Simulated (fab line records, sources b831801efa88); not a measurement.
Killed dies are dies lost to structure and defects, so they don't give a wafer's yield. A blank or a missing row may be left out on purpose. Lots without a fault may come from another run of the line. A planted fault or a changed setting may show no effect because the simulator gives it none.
Problem report in the 8D (eight disciplines) form, filled by code | flow gf180mcu | the parts of the form that need people (team, actions taken, sign-off) are left out

1. THE PROBLEM
STI_OXIDATION_01_THK at GF_STI_THK_MEAS_22 reads a mean of 20.18 nm on 6 wafers of 2 lots; wafers without a fault read 15.09 nm with a standard deviation of 0.25. That is +20 standard deviations from the usual mean.
First seen on wafer L438.2, day 4 12:53, on film_metro-04. The record holds 36 wafers of 12 lots with a number at this step. Rule for "out", or "out of limits": more than 4 standard deviations from the usual mean. The other wafers with a number count as sound.

2. WHAT IT IS AND WHAT IT IS NOT
question                    | is                           | is not
which readings at this step | STI_OXIDATION_01_THK         | -
which lots                  | L438, L439                   | L428, L429, L430, L431, L432, L434, L435, L437, L440, L447
which wafers of those lots  | all that have a number       | -
read on which gauges        | film_metro-03, film_metro-04 | film_metro-01
when                        | from day 4 12:53             | up to then (24 sound wafers); but 6 sound wafers of L440, L447 came after

3. SUSPECTS, AND WHAT RULES EACH OUT
Counting: a tool at a process step up to the reading stays a suspect if it ran every lot that is out and no sound lot after the first of them.
- the gauge at GF_STI_THK_MEAS_22: ruled out. The wafers that are out were read on 2 gauges (film_metro-03, film_metro-04).
- furnace-02 at GF_STI_OXIDATION_21 (stabilise 600 s, purge 300 s, target thk 15 nm): kept. It ran every lot that is out, first L438 (day 4 11:46), and no sound lot after that; its last sound lot up to then is L437 (day 4 06:26). Its own readings are out on those wafers: spike_tc_bottom_C, spike_tc_centre_C, spike_tc_lower_C, spike_tc_top_C, spike_tc_upper_C, tube_center_temp_C, tube_center_temp_C_max.
Left after counting: furnace-02 at GF_STI_OXIDATION_21.

4. THE CAUSE (what the simulator had put in)
Process parameter drift: furnace-02, from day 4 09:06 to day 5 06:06, at GF_STI_OXIDATION_21. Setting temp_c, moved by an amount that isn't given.
Counting left only this tool.

5. THE CHAIN OF EFFECTS, in route order
Each row: a reading whose mean over the struck wafers that have a number lies more than 3 standard deviations from the usual. Only readings for which the record gives a usual standard deviation are gone through. hours: the time from each lot's start at the first step in this table that gives one to its start at this step, as a median over the lots. sigmas: the change in usual standard deviations.
hours | step                | reading                | usual    | on struck wafers | change | sigmas
0     | GF_STI_OXIDATION_21 | spike_tc_bottom_C      | 1019.4 C | 1056.9           | +37.5  | +34
0     | GF_STI_OXIDATION_21 | spike_tc_centre_C      | 1001.2 C | 1039.2           | +38.0  | +32
0     | GF_STI_OXIDATION_21 | spike_tc_lower_C       | 1000.5 C | 1037.8           | +37.3  | +42
0     | GF_STI_OXIDATION_21 | spike_tc_top_C         | 1008.1 C | 1044.3           | +36.2  | +20
0     | GF_STI_OXIDATION_21 | spike_tc_upper_C       | 1000.4 C | 1037.3           | +36.9  | +37
0     | GF_STI_OXIDATION_21 | tube_center_temp_C     | 1000 C   | 1038             | +38    | +99 or more
0     | GF_STI_OXIDATION_21 | tube_center_temp_C_max | 1002.6   | 1040.3           | +37.7  | +92
0     | GF_STI_OXIDATION_21 | zone_power_lower_pct   | 23.8 %   | 26.6             | +2.8   | +3.0
0     | GF_STI_OXIDATION_21 | zone_power_upper_pct   | 24.8 %   | 27.7             | +2.9   | +3.9
1     | GF_STI_THK_MEAS_22  | STI_OXIDATION_01_THK   | 15.09 nm | 20.18            | +5.09  | +20
The process steps in it:
- GF_STI_OXIDATION_21: stabilise 600 s, purge 300 s, target thk 15 nm.
Later measuring or inspecting steps at which every struck wafer that the step has a row for has a number for every such reading, and none has moved that far: GF_NWELL_OVL_MEAS_07, GF_CONTACT_BOW_MEAS_05.

6. WHAT WOULD HAVE CAUGHT IT SOONER
In this record the first reading out of limits at a measuring or inspecting step was taken at day 4 12:53, 4 hours after the fault began at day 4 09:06.
The tool's own readings at GF_STI_OXIDATION_21 were out on every struck wafer that the step has a row for (spike_tc_bottom_C, spike_tc_centre_C, spike_tc_lower_C, spike_tc_top_C, spike_tc_upper_C, tube_center_temp_C, tube_center_temp_C_max): an alarm limit on them would have fired on the first of those.
Of the lots that are out (2), L439 began GF_STI_OXIDATION_21 on furnace-02 after day 4 12:53. A hold on the tool at that time would have spared it.
